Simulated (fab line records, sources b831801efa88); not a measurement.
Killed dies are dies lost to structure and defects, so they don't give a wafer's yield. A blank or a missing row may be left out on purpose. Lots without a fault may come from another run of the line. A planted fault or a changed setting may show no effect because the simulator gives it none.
One fault seen from 2 desks | flow gf180mcu | each desk has only its own numbers; what lay behind them comes last

THE TOOL OWNER'S DESK: pvd_sputter-04
The tool's own readings at GF_MIM_SPUTTER_08 (material AlCu, target thk 200 nm, time 10.6 s): means of the sampled wafers that have a number, for each lot that ran on this tool. A lot is out of limits, marked OUT, if its mean lies more than 4 standard deviations from the usual mean; the brackets give that distance.
Columns: A = cathode_dc_power_W at GF_MIM_SPUTTER_08, usual 10600 W; B = throttle_valve_pct at GF_MIM_SPUTTER_08, usual 29.8 %
lot  | first seen here | A     | B
L343 | day 25 02:12    | 10600 | 29.1
L355 | day 28 16:02    | 10600 | 29.1
L365 | day 31 12:14    | 10602 | 29.3
This desk's finding: nothing out of limits on any of the 3 lots.

THE METROLOGY DESK
What the gauges read, lot by lot, whatever tool the lot ran on: means of the sampled wafers that have a number. A lot is out of limits, marked OUT, if its mean lies more than 4 standard deviations from the usual mean; the brackets give that distance.
Columns: A = MIM_ALCU_RS at GF_MIM_RS_MEAS_10, usual 0.1609 ohm/sq; B = MIM_ALCU_THK at GF_MIM_THK_MEAS_11, usual 199.3 nm
lot  | first seen here | A      | B
L343 | day 25 02:18    | 0.1633 | 197.8
L344 | day 25 12:03    | 0.1611 | 199.3
L345 | day 25 19:13    | 0.1604 | 200.1
L347 | day 26 13:02    | 0.1564 | 205.5
L354 | day 28 11:37    | 0.1628 | 196.6
L355 | day 28 16:05    | 0.1669 | 193.4
L357 | day 29 15:57    | 0.1624 | 197.3
L358 | day 29 17:26    | 0.1578 | 203.7
L364 | day 31 05:29    | 0.1593 | 201.1
L365 | day 31 12:18    | 0.1634 | 195.2
This desk's finding: nothing out of limits on any of the 10 lots.

PUT TOGETHER
The tool owner's desk saw nothing out of limits.
The metrology desk saw nothing out of limits.

WHAT THE SIMULATOR HAD PUT IN
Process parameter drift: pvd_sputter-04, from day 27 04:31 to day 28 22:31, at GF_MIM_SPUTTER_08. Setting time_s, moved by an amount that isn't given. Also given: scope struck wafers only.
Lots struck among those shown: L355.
